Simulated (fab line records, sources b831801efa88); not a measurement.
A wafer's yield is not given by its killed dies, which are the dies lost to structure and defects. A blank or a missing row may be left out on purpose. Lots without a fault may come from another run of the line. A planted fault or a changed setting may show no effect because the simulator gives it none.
fab line records -- flow gf180mcu
record lots=15, wafers=45, last-day=34
route steps=602 shown NWELL@52 MVPSD@86 SALICIDE@281 CONTACT@303
lots that met no fault: from a run of the same line without faults
start-h: the number of hours between the record's first day and the start of the first shown wafer of the lot -- wait-h: how many hours have passed since the lot's step before this one -- " repeats the value in the row above -- L1.1+2: a row that stands for several wafers -- - no value present, or no start provided -- * or withheld: withheld -- < > ~ a bound
route shown NAME@n: names a module that has steps shown in the file, with the first one's number in the route -- usual: the fault-free wafers' mean and standard deviation -- same: alike in all rows -- chamber/n: place in a boat -- sites: each site's reading -- _std_site: the standard deviation of these -- _edge_site: inner sites' mean taken away from outer sites' mean -- radius-mm: for every site, how far away it sits from the centre of the wafer -- mask NAME#n: copy n -- behind: the most recent tool/chamber to have shaped the wafer -- hold: why the lot went on hold/how many hours it stayed there/how the hold came to an end -- device: transistor that didn't switch, given as n, p or np -- end of line: at the end of the route, the tests of the same wafers -- step lacking rows: just its recipe -- killed: the dies lost at the first sort to structure and to defects; this is not the yield of the wafer -- map: the dies of a wafer, with x for killed, . for not killed, _ for no die there
set.NAME: the setting the step ran with; set.NAME@STEP: the setting that earlier step ran with -- model.NAME: the simulator's own value behind a step, which no gauge read
route steps across a sampled set of lots; one table per step, one row per wafer
services: a tool's chamber out of use, with start hour (start-h, from the record's first day; less than 0 if before it), hours out, and reason
## steps
# step GF_NWELL_STRIP_10
# recipe chemistry=O2/N2, power-w=1400, pressure-mtorr=1500, platen-temp-c=250, o2-flow-sccm=3000, n2-flow-sccm=300, overash-fraction=0.5
# usual drypump-motor-current-A=5.97/0.22, heater-power-w=345/25, oes-product-au=0.722/0.0046, strip-time-to-endpoint-s=37.00/0.093
lot.wafer,tool,chamber,start-h,wait-h,drypump-motor-current-A,heater-power-w,oes-product-au,rf-hours-counter-h,strip-time-to-endpoint-s
L112.4,plasma-asher-02,1,50.45,0.1,5.97,334,0.730,-,36.95
L112.5,plasma-asher-02,1,50.45,0.1,5.96,338,0.721,-,36.94
L112.6,plasma-asher-02,0,50.45,0.1,6.15,357,0.725,-,36.90
L113.4,plasma-asher-04,1,61.02,0.1,5.82,387,0.728,-,36.98
L113.5,plasma-asher-04,1,61.02,0.1,5.81,385,0.719,-,37.00
L113.6,plasma-asher-04,0,61.02,0.1,6.18,346,0.728,-,37.04
L114.2,plasma-asher-03,1,66.87,0.1,5.83,331,0.721,29,36.90
L114.3,plasma-asher-03,0,66.87,0.1,5.45,317,0.715,-,36.88
L114.4,plasma-asher-03,1,66.87,0.1,5.84,333,0.723,-,36.99
L116.1,plasma-asher-02,0,77.47,0.1,6.19,352,0.720,43,36.89
L116.4,plasma-asher-02,1,77.47,0.1,5.95,332,0.716,-,36.96
L116.5,plasma-asher-02,0,77.47,0.1,6.19,355,0.713,-,36.88
L118.1,plasma-asher-02,0,85.98,0.1,6.19,359,0.719,44,36.91
L118.4,plasma-asher-02,1,85.98,0.1,5.97,331,0.716,-,37.00
L118.6,plasma-asher-02,1,85.98,0.1,5.96,334,0.724,-,36.83
L119.3,plasma-asher-03,1,95.83,0.1,5.85,335,0.719,-,36.89
L119.5,plasma-asher-03,0,95.83,0.1,5.45,324,0.728,-,37.01
L119.6,plasma-asher-03,1,95.83,0.1,5.86,331,0.727,-,37.08
L121.1,plasma-asher-02,0,104.03,0.1,6.17,368,0.733,46,37.03
L121.3,plasma-asher-02,1,104.03,0.1,5.98,330,0.720,-,37.17
L121.4,plasma-asher-02,0,104.03,0.1,6.17,352,0.715,-,37.23
L122.1,plasma-asher-04,0,110.59,0.1,6.16,354,0.724,44,36.92
L122.3,plasma-asher-04,0,110.59,0.1,6.15,338,0.718,-,36.93
L122.5,plasma-asher-04,1,110.59,0.1,5.82,376,0.726,-,37.11
L124.1,plasma-asher-02,0,121.23,0.1,6.19,368,0.726,0,37.08
L124.4,plasma-asher-02,0,121.23,0.1,6.17,381,0.725,-,37.08
L124.6,plasma-asher-02,1,121.23,0.1,5.95,316,0.719,-,37.06
L125.1,plasma-asher-04,1,126.62,0.1,5.84,375,0.720,46,37.04
L125.2,plasma-asher-04,0,126.62,0.1,6.18,347,0.722,46,37.05
L125.4,plasma-asher-04,0,126.62,0.1,6.19,363,0.721,-,36.98
L126.2,plasma-asher-02,1,131.68,0.1,5.95,307,0.718,1,37.03
L126.3,plasma-asher-02,0,131.68,0.1,6.19,376,0.718,-,37.12
L126.5,plasma-asher-02,1,131.68,0.1,5.96,316,0.721,-,37.06
L127.2,plasma-asher-02,0,138.68,0.1,6.15,378,0.716,2,37.09
L127.3,plasma-asher-02,0,138.68,0.1,6.15,376,0.719,-,37.03
L127.4,plasma-asher-02,1,138.68,0.1,5.97,316,0.727,-,37.00
L129.2,plasma-asher-02,1,147.03,0.1,5.93,303,0.729,3,37.04
L129.4,plasma-asher-02,1,147.03,0.1,5.94,314,0.717,-,37.25
L129.5,plasma-asher-02,1,147.03,0.1,5.96,311,0.724,-,37.04
L133.1,plasma-asher-04,0,169.03,0.1,6.14,353,0.718,50,37.12
L133.2,plasma-asher-04,1,169.03,0.1,5.83,381,0.726,50,37.12
L133.3,plasma-asher-04,1,169.03,0.1,5.83,383,0.720,-,37.19
L135.1,plasma-asher-02,0,180.68,0.1,6.19,381,0.717,7,36.98
L135.5,plasma-asher-02,1,180.68,0.1,5.97,313,0.721,-,37.06
L135.6,plasma-asher-02,0,180.68,0.1,6.22,368,0.731,-,36.90
# step GF_MVPSD_IMPLANT_08
# recipe species=B, energy-kev=170, dose-cm2=1.5e+13, tilt-deg=0
# usual beam-energy-keV=169.98/0.05, beam-on-s=10.01/0.2
lot.wafer,tool,chamber,start-h,wait-h,beam-energy-keV,beam-on-s
L112.4,implanter-02,0,90.49,0.1,170.01,9.90
L112.5,implanter-02,0,90.49,0.1,169.96,10.21
L112.6,implanter-02,0,90.49,0.1,170.00,10.12
L113.4,implanter-02,0,102.20,0.1,169.96,10.36
L113.5,implanter-02,0,102.20,0.1,169.99,10.26
L113.6,implanter-02,0,102.20,0.1,170.03,10.13
L114.2,implanter-01,0,107.61,0.0,169.95,10.08
L114.3,implanter-01,0,107.61,0.0,170.10,10.04
L114.4,implanter-01,0,107.61,0.0,170.00,9.74
L116.1,implanter-03,0,119.73,0.0,170.03,10.14
L116.4,implanter-03,0,119.73,0.0,169.97,9.96
L116.5,implanter-03,0,119.73,0.0,169.91,9.84
L118.1,implanter-02,0,128.08,0.0,169.89,9.88
L118.4,implanter-02,0,128.08,0.0,169.91,9.92
L118.6,implanter-02,0,128.08,0.0,169.97,10.07
L119.3,implanter-01,0,141.53,0.1,169.94,10.18
L119.5,implanter-01,0,141.53,0.1,169.98,10.09
L119.6,implanter-01,0,141.53,0.1,169.89,10.19
L121.1,implanter-02,0,150.23,0.0,170.05,10.04
L121.3,implanter-02,0,150.23,0.0,170.02,10.11
L121.4,implanter-02,0,150.23,0.0,169.92,10.03
L122.1,implanter-03,0,157.73,0.0,169.99,10.17
L122.3,implanter-03,0,157.73,0.0,169.87,10.17
L122.5,implanter-03,0,157.73,0.0,170.03,9.72
L124.1,implanter-02,0,167.27,0.0,169.98,9.71
L124.4,implanter-02,0,167.27,0.0,169.95,10.28
L124.6,implanter-02,0,167.27,0.0,169.94,10.05
L125.1,implanter-02,-,174.18,0.0,-,-
L125.2,implanter-02,-,174.18,0.0,-,-
L125.4,implanter-02,-,174.18,0.0,-,-
L126.2,implanter-01,-,177.41,0.0,-,-
L126.3,implanter-01,-,177.41,0.0,-,-
L126.5,implanter-01,-,177.41,0.0,-,-
L127.2,implanter-02,-,185.84,0.0,-,-
L127.3,implanter-02,-,185.84,0.0,-,-
L127.4,implanter-02,-,185.84,0.0,-,-
L129.2,implanter-02,0,195.29,0.0,169.97,9.73
L129.4,implanter-02,0,195.29,0.0,170.03,10.42
L129.5,implanter-02,0,195.29,0.0,170.03,10.07
L133.1,implanter-02,0,219.73,0.0,169.94,10.24
L133.2,implanter-02,0,219.73,0.0,169.95,9.70
L133.3,implanter-02,0,219.73,0.0,169.95,10.29
L135.1,implanter-02,0,233.83,0.0,170.06,10.00
L135.5,implanter-02,0,233.83,0.0,170.01,10.31
L135.6,implanter-02,0,233.83,0.0,169.96,10.12
# step GF_MVPSD_TW_MEAS_11
# usual MVPSD_TW=554/3
lot.wafer,tool,chamber,start-h,wait-h,MVPSD_TW
L112.4,film-metro-01,-,90.85,0.1,553
L112.5,film-metro-01,-,90.85,0.1,554
L112.6,film-metro-01,-,90.85,0.1,551
L113.4,film-metro-03,-,102.56,0.1,557
L113.5,film-metro-03,-,102.56,0.1,557
L113.6,film-metro-03,-,102.56,0.1,559
L114.2,film-metro-03,-,107.99,0.1,557
L114.3,film-metro-03,-,107.99,0.1,560
L114.4,film-metro-03,-,107.99,0.1,553
L116.1,film-metro-02,-,120.13,0.1,554
L116.4,film-metro-02,-,120.13,0.1,554
L116.5,film-metro-02,-,120.13,0.1,552
L118.1,film-metro-02,-,128.48,0.1,552
L118.4,film-metro-02,-,128.48,0.1,552
L118.6,film-metro-02,-,128.48,0.1,553
L119.3,film-metro-02,-,141.93,0.1,553
L119.5,film-metro-02,-,141.93,0.1,553
L119.6,film-metro-02,-,141.93,0.1,551
L121.1,film-metro-01,-,150.63,0.1,553
L121.3,film-metro-01,-,150.63,0.1,553
L121.4,film-metro-01,-,150.63,0.1,553
L122.1,film-metro-02,-,158.13,0.1,552
L122.3,film-metro-02,-,158.13,0.1,550
L122.5,film-metro-02,-,158.13,0.1,551
L124.1,film-metro-01,-,167.67,0.1,554
L124.4,film-metro-01,-,167.67,0.1,554
L124.6,film-metro-01,-,167.67,0.1,555
L125.1,film-metro-03,-,174.58,0.1,326
L125.2,film-metro-03,-,174.58,0.1,327
L125.4,film-metro-03,-,174.58,0.1,327
L126.2,film-metro-01,-,177.79,0.1,322
L126.3,film-metro-01,-,177.79,0.1,320
L126.5,film-metro-01,-,177.79,0.1,322
L127.2,film-metro-02,-,186.23,0.1,319
L127.3,film-metro-02,-,186.23,0.1,319
L127.4,film-metro-02,-,186.23,0.1,320
L129.2,film-metro-02,-,195.68,0.1,553
L129.4,film-metro-02,-,195.68,0.1,553
L129.5,film-metro-02,-,195.68,0.1,552
L133.1,film-metro-01,-,220.13,0.1,556
L133.2,film-metro-01,-,220.13,0.1,554
L133.3,film-metro-01,-,220.13,0.1,554
L135.1,film-metro-02,-,234.23,0.1,557
L135.5,film-metro-02,-,234.23,0.1,554
L135.6,film-metro-02,-,234.23,0.1,552
# step GF_VT_IMPLANT_RS_MEAS_49
# recipe thk-meas-gauge=four-point-probe
# usual MVPSD_RS=1169/3.2
lot.wafer,tool,chamber,start-h,wait-h,MVPSD_RS[ohm/sq]
L112.4,film-metro-01,-,151.29,0.1,1171
L112.5,film-metro-01,-,151.29,0.1,1165
L112.6,film-metro-01,-,151.29,0.1,1167
L113.4,film-metro-02,-,163.30,0.1,1169
L113.5,film-metro-02,-,163.30,0.1,1167
L113.6,film-metro-02,-,163.30,0.1,1172
L114.2,film-metro-02,-,168.41,0.1,1167
L114.3,film-metro-02,-,168.41,0.1,1166
L114.4,film-metro-02,-,168.41,0.1,1164
L116.1,film-metro-01,-,182.87,0.1,1172
L116.4,film-metro-01,-,182.87,0.1,1175
L116.5,film-metro-01,-,182.87,0.1,1173
L118.1,film-metro-03,-,192.27,0.1,1168
L118.4,film-metro-03,-,192.27,0.1,1164
L118.6,film-metro-03,-,192.27,0.1,1166
L119.3,film-metro-01,-,207.39,0.1,1172
L119.5,film-metro-01,-,207.39,0.1,1169
L119.6,film-metro-01,-,207.39,0.1,1172
L121.1,film-metro-01,-,216.04,0.1,1167
L121.3,film-metro-01,-,216.04,0.1,1167
L121.4,film-metro-01,-,216.04,0.1,1170
L122.1,film-metro-03,-,224.99,0.1,1174
L122.3,film-metro-03,-,224.99,0.1,1175
L122.5,film-metro-03,-,224.99,0.1,1176
L124.1,film-metro-02,-,236.21,0.1,1167
L124.4,film-metro-02,-,236.21,0.1,1171
L124.6,film-metro-02,-,236.21,0.1,1167
L125.1,film-metro-01,-,244.31,0.1,3948
L125.2,film-metro-01,-,244.31,0.1,3957
L125.4,film-metro-01,-,244.31,0.1,3967
L126.2,film-metro-02,-,250.26,0.1,3969
L126.3,film-metro-02,-,250.26,0.1,3977
L126.5,film-metro-02,-,250.26,0.1,3976
L127.2,film-metro-02,-,259.37,0.1,3960
L127.3,film-metro-02,-,259.37,0.1,3966
L127.4,film-metro-02,-,259.37,0.1,3958
L129.2,film-metro-03,-,270.04,0.1,1169
L129.4,film-metro-03,-,270.04,0.1,1169
L129.5,film-metro-03,-,270.04,0.1,1171
L133.1,film-metro-02,-,297.39,0.1,1168
L133.2,film-metro-02,-,297.39,0.1,1166
L133.3,film-metro-02,-,297.39,0.1,1166
L135.1,film-metro-02,-,314.11,0.1,1165
L135.5,film-metro-02,-,314.11,0.1,1167
L135.6,film-metro-02,-,314.11,0.1,1170
# step GF_SALICIDE_SPUTTER_03
# recipe material=TiN, target-thk-nm=20, power-w=6500, time-s=16.92, chamber-pressure-pa=0.4
# usual throttle-valve-pct=29.9/0.93
lot.wafer,tool,chamber,start-h,wait-h,throttle-valve-pct
L112.4,pvd-sputter-01,-,333.96,0.0,28.3
L112.5,pvd-sputter-01,-,333.96,0.0,30.0
L112.6,pvd-sputter-01,-,333.96,0.0,30.0
L113.4,pvd-sputter-02,-,348.56,0.0,29.8
L113.5,pvd-sputter-02,-,348.56,0.0,29.5
L113.6,pvd-sputter-02,-,348.56,0.0,29.6
L114.2,pvd-sputter-01,-,357.51,0.0,28.6
L114.3,pvd-sputter-01,-,357.51,0.0,29.7
L114.4,pvd-sputter-01,-,357.51,0.0,28.4
L116.1,pvd-sputter-02,-,375.11,0.0,29.8
L116.4,pvd-sputter-02,-,375.11,0.0,30.0
L116.5,pvd-sputter-02,-,375.11,0.0,29.8
L118.1,pvd-sputter-02,-,384.38,0.0,29.9
L118.4,pvd-sputter-02,-,384.38,0.0,31.4
L118.6,pvd-sputter-02,-,384.38,0.0,29.6
L119.3,pvd-sputter-02,-,404.89,0.0,31.4
L119.5,pvd-sputter-02,-,404.89,0.0,30.2
L119.6,pvd-sputter-02,-,404.89,0.0,31.3
L121.1,pvd-sputter-02,-,413.53,0.0,29.9
L121.3,pvd-sputter-02,-,413.53,0.0,29.7
L121.4,pvd-sputter-02,-,413.53,0.0,29.5
L122.1,pvd-sputter-01,-,427.53,0.0,30.0
L122.3,pvd-sputter-01,-,427.53,0.0,28.6
L122.5,pvd-sputter-01,-,427.53,0.0,29.5
L124.1,pvd-sputter-02,-,443.68,0.0,29.9
L124.4,pvd-sputter-02,-,443.68,0.0,29.4
L124.6,pvd-sputter-02,-,443.68,0.0,29.7
L129.2,pvd-sputter-02,-,486.48,0.0,31.5
L129.4,pvd-sputter-02,-,486.48,0.0,29.6
L129.5,pvd-sputter-02,-,486.48,0.0,30.1
L133.1,pvd-sputter-02,-,516.89,0.0,31.3
L133.2,pvd-sputter-02,-,516.89,0.0,29.6
L133.3,pvd-sputter-02,-,516.89,0.0,29.5
L135.1,pvd-sputter-01,-,534.50,0.0,30.1
L135.5,pvd-sputter-01,-,534.50,0.0,28.8
L135.6,pvd-sputter-01,-,534.50,0.0,28.3
# step GF_CONTACT_ETCH_16
# recipe chemistry=N2/H2, target-depth-a=withheld, overetch-a=withheld, time-s=withheld, target=BARC, ion-energy-ev=200, source-w=500, bias-w=100, pressure-mtorr=30, n2-flow-sccm=100, h2-flow-sccm=200
# usual drypump-motor-current-A=6.0/0.48, oes-product-au=0.856/0.0048, throttle-valve-pct=13.226/0.0094
lot.wafer,tool,chamber,start-h,wait-h,drypump-motor-current-A,oes-product-au,throttle-valve-pct
L112.4,rie-diel-03,0,356.36,0.0,6.4,0.852,13.223
L112.5,rie-diel-03,2,356.36,0.0,5.6,0.849,13.228
L112.6,rie-diel-03,1,356.36,0.0,6.1,0.859,13.209
L113.4,rie-diel-02,1,371.38,0.0,5.6,0.857,13.221
L113.5,rie-diel-02,0,371.38,0.0,5.6,0.854,13.240
L113.6,rie-diel-02,3,371.38,0.0,6.5,0.844,13.209
L114.2,rie-diel-01,1,380.28,0.0,5.7,0.855,13.216
L114.3,rie-diel-01,3,380.28,0.0,6.8,0.857,13.223
L114.4,rie-diel-01,2,380.28,0.0,6.4,0.849,13.216
L116.1,rie-diel-02,1,399.40,0.0,5.5,0.858,13.218
L116.4,rie-diel-02,2,399.40,0.0,5.2,0.859,13.234
L116.5,rie-diel-02,0,399.40,0.0,5.6,0.855,13.226
L118.1,rie-diel-02,3,408.14,0.0,6.6,0.866,13.227
L118.4,rie-diel-02,2,408.14,0.0,5.2,0.853,13.229
L118.6,rie-diel-02,0,408.14,0.0,5.7,0.850,13.222
L119.3,rie-diel-02,0,430.74,0.0,5.6,0.854,13.237
L119.5,rie-diel-02,2,430.74,0.0,5.2,0.850,13.232
L119.6,rie-diel-02,0,430.74,0.0,5.6,0.851,13.228
L121.1,rie-diel-02,3,439.08,0.0,6.5,0.858,13.219
L121.3,rie-diel-02,1,439.08,0.0,5.6,0.852,13.222
L121.4,rie-diel-02,2,439.08,0.0,5.2,0.863,13.228
L122.1,rie-diel-02,0,452.84,0.0,5.7,0.855,13.235
L122.3,rie-diel-02,2,452.84,0.0,5.3,0.852,13.239
L122.5,rie-diel-02,2,452.84,0.0,5.2,0.864,13.219
L124.1,rie-diel-03,1,468.73,0.0,6.1,0.861,13.218
L124.4,rie-diel-03,2,468.73,0.0,5.6,0.858,13.209
L124.6,rie-diel-03,2,468.73,0.0,5.5,0.854,13.241
L129.2,rie-diel-01,1,511.90,0.0,5.7,0.854,13.224
L129.4,rie-diel-01,2,511.90,0.0,6.4,0.856,13.226
L129.5,rie-diel-01,0,511.90,0.0,6.3,0.863,13.239
L133.1,rie-diel-02,3,542.39,0.0,6.5,0.853,13.234
L133.2,rie-diel-02,0,542.39,0.0,5.6,0.853,13.232
L133.3,rie-diel-02,1,542.39,0.0,5.6,0.850,13.240
L135.1,rie-diel-03,1,558.75,0.0,6.1,0.856,13.237
L135.5,rie-diel-03,2,558.75,0.0,5.6,0.860,13.228
L135.6,rie-diel-03,1,558.75,0.0,6.1,0.850,13.237
## services
tool,chamber,start-h,hours,kind
rie-diel-02,3,33.86,3.5,repair
pvd-sputter-01,-,59.77,2.4,repair
plasma-asher-04,-,67.40,14.6,pm
pvd-sputter-01,-,70.68,0.7,repair
plasma-asher-02,-,108.75,9.0,pm
rie-diel-02,0,169.57,5.4,repair
plasma-asher-02,-,186.07,4.1,repair
implanter-02,-,197.50,3.3,pm
implanter-02,-,205.51,3.9,repair
implanter-02,-,209.22,5.0,repair
pvd-sputter-02,-,212.57,2.2,repair
pvd-sputter-02,-,233.63,1.5,repair
rie-diel-02,2,234.92,15.1,repair
rie-diel-02,2,298.48,7.1,repair
pvd-sputter-02,-,400.02,2.0,repair
rie-diel-02,3,416.42,19.9,repair
rie-diel-02,3,449.37,12.5,repair
implanter-02,-,454.22,0.9,repair
implanter-02,-,459.20,0.8,repair
plasma-asher-02,-,472.42,1.8,repair
implanter-02,-,507.76,4.9,pm
rie-diel-02,2,549.95,2.7,repair
rie-diel-02,3,551.45,3.5,repair
implanter-02,-,553.96,2.8,pm
## key
first-sign step=GF_MVPSD_IMPLANT_08, reading=tool-record, direction=missing
effect step=GF_MVPSD_TW_MEAS_11, reading=MVPSD_TW, direction=down, sigmas=76, usual=554, struck=322
effect step=GF_VT_IMPLANT_RS_MEAS_49, reading=MVPSD_RS, direction=up, sigmas=99+, usual=1169, struck=3964
met-at GF_MVPSD_IMPLANT_08
struck-lots L125,L126,L127
later-rows-left-out L125.1,L125.2,L125.4,L126.2,L126.3,L126.5,L127.2,L127.3,L127.4
sort-left-out L125.1,L125.2,L125.4,L126.2,L126.3,L126.5,L127.2,L127.3,L127.4
tester-left-out L125,L126,L127
not-acting-at GF_NWELL_STRIP_10,GF_SALICIDE_SPUTTER_03,GF_CONTACT_ETCH_16
onset-between 167.27 174.18
fault kind=skipped-step-whole, tool=implanter-01,implanter-02, chamber=-, onset-h=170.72, steps=GF_MVPSD_IMPLANT_08, scope=struck-lots-only
# tester-left-out: of these lots the tester's yield and bins aren't shown, on N5 and GAA mostly nor the transistor test; their killed dies are dies lost to structure and defects alone, not to doping, threshold or leakage, so they don't give the yield
# sort-left-out: the simulated sort isn't trusted on such a fault, so these wafers' sort isn't shown, and their yield isn't known
# later-rows-left-out: the simulator's readings of these wafers behind a module that went badly wrong aren't trusted and aren't shown, but for the sort
